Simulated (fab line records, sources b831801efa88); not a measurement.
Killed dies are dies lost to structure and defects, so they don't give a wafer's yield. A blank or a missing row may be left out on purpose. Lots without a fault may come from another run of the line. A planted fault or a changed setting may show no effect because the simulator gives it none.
fab line records | flow gf180mcu | part 2 of 2: steps 28 to 39 of 39
record lots=5 wafers=15 last_day=33
route steps=602 shown MIM@522 M5@526 V5@540
lots that met no fault: from a run of the same line without faults
start_h: hours from the record's first day to the start of the lot's first wafer shown | wait_h: hours since the lot's step before | " the same as in the row above | L1.1+2: a row that stands for several wafers | - no value, or no start given | * or withheld: withheld | < > ~ a bound
route shown NAME@n: a module of which the file shows steps, and the number in the route of the first | usual: mean/standard deviation of fault-free wafers | same: alike in all rows | chamber/n: place in a boat | sites: the reading at each site | _std_site: their standard deviation | _edge_site: outer sites' mean less inner sites' | radius_mm: how far each site lies from the wafer's centre | mask NAME#n: copy n | behind: the tool/chamber that last shaped the wafer | hold: why the lot was held/for how many hours/how that ended | device: the transistor (n, p or np) that didn't switch | end of line: the same wafers' tests at the end of the route | a step without rows: its recipe alone | killed: dies lost to structure and defects at the first sort, not the wafer's yield | map: a wafer's dies, x killed, . not, _ none there
set.NAME: the setting as run; set.NAME@STEP: as run at that earlier step | model.NAME: the simulator's own value behind a step, which no gauge read
lots at some steps of the route; a table a step, a row a wafer
services: from which hour (start_h, from the record's first day; less than 0 if before it) a tool's chamber was out of use, for how many hours, and why
## steps
# step GF_V5_COAT_09
# recipe resist=KrF spin_rpm=withheld resist_thk_nm=1000
# usual dispense_pressure_kPa=51.8/1.5
# columns lot.wafer tool chamber start_h wait_h dispense_pressure_kPa
L075.4 litho_track-03 0 - - 51.4
L075.5 " 0 " " 51.3
L075.6 " 0 " " 51.3
L078.3 litho_track-03 0 - - 51.3
L078.5 " 0 " " 51.3
L078.6 " 0 " " 51.3
L086.1 litho_track-02 0 - - 51.0
L086.2 " 0 " " 51.0
L086.3 " 0 " " 51.0
L092.2 litho_track-02 0 - - 51.0
L092.3 " 0 " " 51.1
L092.5 " 0 " " 51.0
L095.1 litho_track-02 0 - - 51.0
L095.2 " 0 " " 51.0
L095.3 " 0 " " 51.0
# step GF_V5_SOFTBAKE_10
# recipe temp_c=130 time_s=60 resist=KrF
# columns lot.wafer tool chamber start_h wait_h
L075.4+5+6 litho_track-03 0 - -
L078.3+5+6 litho_track-03 0 - -
L086.1+2+3 litho_track-02 0 - -
L092.2+3+5 litho_track-02 0 - -
L095.1+2+3 litho_track-02 0 - -
# step GF_V5_EXPOSE_11
# recipe mask_id=Via5 target_cd_nm=260 na=0.68 source_shape=conventional sigma_outer=0.6 dose_mj=38
# usual focus_offset_nm=0.0/0.55
# columns lot.wafer tool chamber start_h wait_h mask focus_offset_nm
L075.4 krf_scanner-02 0 - - Via5#0 -0.3
L075.5 " 0 " " Via5#0 -0.2
L075.6 " 0 " " Via5#0 0.3
L078.3 krf_scanner-02 0 - - Via5#0 -0.8
L078.5 " 0 " " Via5#0 0.5
L078.6 " 0 " " Via5#0 0.5
L086.1 krf_scanner-01 0 - - Via5#0 0.2
L086.2 " 0 " " Via5#0 -0.1
L086.3 " 0 " " Via5#0 0.0
L092.2 krf_scanner-02 0 - - Via5#0 1.3
L092.3 " 0 " " Via5#0 -0.1
L092.5 " 0 " " Via5#0 -0.4
L095.1 krf_scanner-01 0 - - Via5#0 0.0
L095.2 " 0 " " Via5#0 0.4
L095.3 " 0 " " Via5#0 0.8
# step GF_V5_PEB_12
# recipe peb_temp_c=135 peb_time_s=90 resist=KrF
# columns lot.wafer tool chamber start_h wait_h
L075.4+5+6 litho_track-02 0 - -
L078.3+5+6 litho_track-03 0 - -
L086.1+2+3 litho_track-03 0 - -
L092.2+3+5 litho_track-01 0 - -
L095.1+2+3 litho_track-01 0 - -
# step GF_V5_DEVELOP_13
# recipe develop_time_s=60 resist=KrF dev_temp_c=21
# columns lot.wafer tool chamber start_h wait_h
L075.4+5+6 litho_track-02 0 645.88 0.1
L078.3+5+6 litho_track-03 0 662.58 0.1
L086.1+2+3 litho_track-03 0 715.63 0.2
L092.2+3+5 litho_track-01 0 747.60 0.2
L095.1+2+3 litho_track-01 0 764.98 0.2
# step GF_V5_CD_MEAS_14
# recipe target_cd_nm=260
# usual cd_nm=260.1/1.2
# columns lot.wafer tool chamber start_h wait_h cd_nm
L075.4 cd_sem-01 - 646.01 0.1 261.6
L075.5 " - " " 259.9
L075.6 " - " " 261.4
L078.3 cd_sem-02 - 662.72 0.1 261.7
L078.5 " - " " 261.5
L078.6 " - " " 261.4
L086.1 cd_sem-01 - 715.78 0.1 262.1
L086.2 " - " " 260.8
L086.3 " - " " 261.2
L092.2 cd_sem-02 - 747.75 0.1 260.0
L092.3 " - " " 260.0
L092.5 " - " " 259.8
L095.1 cd_sem-02 - 765.13 0.1 259.1
L095.2 " - " " 258.8
L095.3 " - " " 258.4
# step GF_V5_OVL_MEAS_15
# usual V5_OVL=-4/4.2
# columns lot.wafer tool chamber start_h wait_h V5_OVL[nm]
L075.4 overlay-01 - 646.09 0.1 -1
L075.5 " - " " -5
L075.6 " - " " -3
L078.3 overlay-01 - 662.81 0.1 0
L078.5 " - " " 5
L078.6 " - " " -3
L086.1 overlay-02 - 715.90 0.1 -3
L086.2 " - " " -6
L086.3 " - " " -4
L092.2 overlay-01 - 747.85 0.1 1
L092.3 " - " " -3
L092.5 " - " " 3
L095.1 overlay-02 - 765.25 0.1 -7
L095.2 " - " " -8
L095.3 " - " " -13
# step GF_V5_ETCH_16
# recipe chemistry=N2/H2 target_depth_a=withheld overetch_a=withheld time_s=withheld target=BARC ion_energy_ev=200 source_w=500 bias_w=100 pressure_mtorr=30 n2_flow_sccm=100 h2_flow_sccm=200
# usual drypump_motor_current_A=5.9/0.43 oes_product_au=0.855/0.0047 throttle_valve_pct=13.226/0.009
# columns lot.wafer tool chamber start_h wait_h drypump_motor_current_A oes_product_au throttle_valve_pct
L075.4 rie_diel-02 3 646.11 0.0 5.5 0.853 13.232
L075.5 " 1 " " 5.6 0.864 13.219
L075.6 " 0 " " 6.1 0.853 13.246
L078.3 rie_diel-04 2 662.84 0.0 6.4 0.858 13.216
L078.5 " 2 " " 6.4 0.846 13.221
L078.6 " 1 " " 6.3 0.856 13.227
L086.1 rie_diel-02 0 715.94 0.0 6.1 0.857 13.228
L086.2 " 1 " " 5.7 0.861 13.207
L086.3 " 3 " " 5.4 0.855 13.214
L092.2 rie_diel-03 1 747.88 0.0 6.1 0.853 13.245
L092.3 " 0 " " 4.9 0.860 13.224
L092.5 " 3 " " 6.0 0.860 13.243
L095.1 rie_diel-04 3 765.28 0.0 6.0 0.856 13.226
L095.2 " 0 " " 5.7 0.854 13.222
L095.3 " 2 " " 6.4 0.850 13.214
# step GF_V5_ETCH_17
# recipe chemistry=C4F8/O2/Ar mask_material=KrF target=SiO2 stop_on=TiN source_w=1500 bias_w=1200 pressure_mtorr=40 c4f8_flow_sccm=withheld O2_flow_sccm=6 Ar_flow_sccm=300 time_s=withheld target_depth_a=8550
# usual oes_product_au=0.860/0.0045
# columns lot.wafer tool chamber start_h wait_h oes_product_au
L075.4 rie_diel-02 3 - - 0.866
L075.5 " 1 " " 0.865
L075.6 " 0 " " 0.859
L078.3 rie_diel-04 2 - - 0.862
L078.5 " 2 " " 0.860
L078.6 " 1 " " 0.855
L086.1 rie_diel-02 0 - - 0.853
L086.2 " 1 " " 0.866
L086.3 " 3 " " 0.861
L092.2 rie_diel-03 1 - - 0.858
L092.3 " 0 " " 0.853
L092.5 " 3 " " 0.866
L095.1 rie_diel-04 3 - - 0.865
L095.2 " 0 " " 0.861
L095.3 " 2 " " 0.854
# step GF_V5_STRIP_18
# recipe chemistry=O2/N2 power_w=1400 pressure_mtorr=1500 platen_temp_c=250 o2_flow_sccm=3000 n2_flow_sccm=300 overash_fraction=0.5
# usual drypump_motor_current_A=5.7/0.54 heater_power_w=346/37 oes_product_au=0.569/0.0046
# columns lot.wafer tool chamber start_h wait_h drypump_motor_current_A heater_power_w oes_product_au rf_hours_counter_h
L075.4 plasma_asher-04 0 646.29 - 5.4 418 0.567 -
L075.5 " 1 " " 6.2 356 0.571 -
L075.6 " 0 " " 5.4 416 0.566 -
L078.3 plasma_asher-02 1 663.02 - 6.3 338 0.572 -
L078.5 " 1 " " 6.3 331 0.568 -
L078.6 " 0 " " 5.1 303 0.569 -
L086.1 plasma_asher-04 0 716.09 - 5.4 419 0.572 59
L086.2 " 1 " " 6.2 345 0.575 59
L086.3 " 0 " " 5.4 423 0.567 -
L092.2 plasma_asher-04 0 748.04 - 5.4 413 0.565 62
L092.3 " 1 " " 6.2 357 0.569 -
L092.5 " 0 " " 5.4 410 0.568 -
L095.1 plasma_asher-04 0 765.44 - 5.4 410 0.574 63
L095.2 " 1 " " 6.2 349 0.559 63
L095.3 " 0 " " 5.4 411 0.571 -
# step GF_V5_STRIP_19
# recipe chemistry=post_etch_residue_remover time_s=1200 temp_c=72.5
# columns lot.wafer tool chamber start_h wait_h
L075.4+5+6 wet_bench-03 1 646.36 0.0
L078.3+5+6 wet_bench-04 0 663.09 0.0
L086.1+2+3 wet_bench-03 2 716.19 0.1
L092.2+3+5 wet_bench-04 3 748.14 0.1
L095.1+2+3 wet_bench-04 0 765.54 0.1
# step GF_V5_CLEAN_20
# recipe chemistry=DIW dry=n2_spin
# columns lot.wafer tool chamber start_h wait_h
L075.4+5+6 wet_bench-01 1 646.70 0.0
L078.3+5+6 wet_bench-04 2 663.46 0.0
L086.1+2+3 wet_bench-01 2 716.56 0.0
L092.2+3+5 wet_bench-03 1 748.51 0.0
L095.1+2+3 wet_bench-01 3 765.91 0.0
## services
# columns tool chamber start_h hours kind
krf_scanner-02 - 580.90 1.0 pm
krf_scanner-02 - 581.90 0.8 pm
plasma_asher-03 - 588.93 2.9 repair
krf_scanner-02 - 594.25 1.3 pm
plasma_asher-03 - 595.63 2.9 repair
krf_scanner-01 - 615.54 1.3 pm
rie_diel-03 0 615.69 4.8 repair
rie_diel-03 2 616.78 3.0 repair
krf_scanner-01 - 625.11 1.2 repair
rie_diel-03 2 630.97 71.8 repair
krf_scanner-01 - 642.84 0.8 pm
rie_diel-03 1 645.41 3.1 repair
krf_scanner-02 - 662.92 1.1 repair
rie_diel-02 3 680.01 7.5 repair
rie_diel-04 1 683.26 3.7 repair
rie_diel-03 - 699.95 0.6 repair
rie_diel-03 0 712.88 8.4 repair
rie_diel-02 3 718.37 10.0 repair
rie_diel-02 2 732.62 6.9 repair
krf_scanner-01 - 732.62 1.0 pm
plasma_asher-04 - 738.31 1.8 repair
plasma_asher-04 - 739.87 1.8 repair
plasma_asher-04 - 750.71 14.6 pm
rie_diel-03 0 756.42 3.6 repair
